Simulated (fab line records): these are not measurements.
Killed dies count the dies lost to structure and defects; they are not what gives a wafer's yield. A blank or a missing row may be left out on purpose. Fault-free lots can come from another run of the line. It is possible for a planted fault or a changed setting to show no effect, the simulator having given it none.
Chamber matching || flow sky130 || SKY_LI_CONTACT_CMP_02 on cmp-02: 4 sister chambers
The step polishes PSG. 4 wafers are shown with their chamber, then 9 later ones without.

## EACH WAFER AND ITS CHAMBER
{"wafer": "L699.6", "chamber": 1, "motorCurrentA (A)": 12.0}
{"wafer": "L707.5", "chamber": 0, "motorCurrentA (A)": 11.9}
{"wafer": "L711.5", "chamber": 2, "motorCurrentA (A)": 12.2}
{"wafer": "L711.6", "chamber": 3, "motorCurrentA (A)": 13.2}

## WAFERS MISSING THEIR CHAMBER
{"wafer": "L715.3", "motorCurrentA (A)": 11.9}
{"wafer": "L715.4", "motorCurrentA (A)": 12.8}
{"wafer": "L715.5", "motorCurrentA (A)": 12.8}
{"wafer": "L714.3", "motorCurrentA (A)": 11.4}
{"wafer": "L714.4", "motorCurrentA (A)": 12.6}
{"wafer": "L714.5", "motorCurrentA (A)": 11.8}
{"wafer": "L716.2", "motorCurrentA (A)": 12.4}
{"wafer": "L716.3", "motorCurrentA (A)": 13.1}
{"wafer": "L716.4", "motorCurrentA (A)": 11.2}

## WHICH CHAMBER EACH WENT THROUGH
{"wafer": "L715.3", "from the rows above": "can't be placed: 0 or 1 or 2", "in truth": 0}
{"wafer": "L715.4", "from the rows above": "can't be placed: 3 or 2 or 1 or 0", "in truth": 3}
{"wafer": "L715.5", "from the rows above": "can't be placed: 3 or 2 or 1 or 0", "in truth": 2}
{"wafer": "L714.3", "from the rows above": "can't be placed: 0 or 1 or 2", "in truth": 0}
{"wafer": "L714.4", "from the rows above": "can't be placed: 2 or 1 or 3 or 0", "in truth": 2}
{"wafer": "L714.5", "from the rows above": "can't be placed: 0 or 1 or 2", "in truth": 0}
{"wafer": "L716.2", "from the rows above": "can't be placed: 2 or 1 or 0 or 3", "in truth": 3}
{"wafer": "L716.3", "from the rows above": 3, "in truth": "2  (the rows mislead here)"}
{"wafer": "L716.4", "from the rows above": "can't be placed: 0 or 1 or 2", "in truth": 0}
Placed correctly: 0 of 9. Cannot be placed on the basis of these rows: 8; the candidates contain the true chamber in 8. Number placed wrongly: 1.
How it was worked out, from the rows above alone: a wafer's distance from a chamber is the root of the sum, over the readings, of the square of ((its reading less the chamber's mean) divided by the reading's scatter). The wafer belongs to the nearest chamber; if the next one is less than 2 further off, it can't be placed. The mean given for a chamber averages the wafers shown for that chamber. The scatter (one wafer shown for each chamber): square how far every hidden wafer sits from the nearest shown wafer, average those squares and take the square root.
